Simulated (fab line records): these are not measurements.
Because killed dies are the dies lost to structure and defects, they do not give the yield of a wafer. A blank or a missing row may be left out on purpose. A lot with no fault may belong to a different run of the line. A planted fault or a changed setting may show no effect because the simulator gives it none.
A single fault, viewed from 2 desks -- flow sfqLine -- each desk has only its own numbers; what lay behind them comes last

== DESK OF THE TOOL OWNER: rieDiel-04 ==
The tool's own readings at SFQ_TRILAYER_I6_VIA_BARC_OPEN_VIA_ETCH_235 (etches BARC in O2, target depth 125 nm, time 41.7 s): means of the sampled wafers that have a number, for each lot that ran on this tool. The brackets show how far a lot's mean lies from the usual mean; more than 4 standard deviations puts the lot out of limits, marked OUT.
Columns: A = drypumpMotorCurrentA at SFQ_TRILAYER_I6_VIA_BARC_OPEN_VIA_ETCH_235, usual 5.5 A; B = oesProductAu at SFQ_TRILAYER_I6_VIA_BARC_OPEN_VIA_ETCH_235, usual 0.685 a.u.
lot,first seen here,A,B
L778,day 77 10:39,5.6,0.689
L791,day 82 21:14,5.5,0.684
L793,day 83 08:09,5.6,0.683
L801,day 88 02:11,5.8,0.681
This desk found nothing out of limits on any of the 4 lots.

== FROM THE METROLOGY DESK ==
Means of the sampled wafers that have a number, per lot and without regard to the tool the lot ran on: this is what the gauges read. The brackets show how far a lot's mean lies from the usual mean; more than 4 standard deviations puts the lot out of limits, marked OUT.
Columns: A = I6_BOW at SFQ_I6_BOW_MEAS_941, usual 7 um; B = I6_OVL at SFQ_I6_OVL_MEAS_942, usual 3 nm
lot,first seen here,A,B
L778,day 72 12:58,-1,7
L780,day 75 00:02,11,-3
L791,day 78 14:59,-2,1
L793,day 78 20:56,12,-5
L800,day 83 07:26,-10,-4
L801,day 83 13:25,6,1
This desk found nothing out of limits on any of the 6 lots.

== ALL TOGETHER ==
Nothing out of limits was seen by the tool owner's desk.
The metrology desk saw nothing out of limits.

== WHAT THE SIMULATOR HAD INSERTED ==
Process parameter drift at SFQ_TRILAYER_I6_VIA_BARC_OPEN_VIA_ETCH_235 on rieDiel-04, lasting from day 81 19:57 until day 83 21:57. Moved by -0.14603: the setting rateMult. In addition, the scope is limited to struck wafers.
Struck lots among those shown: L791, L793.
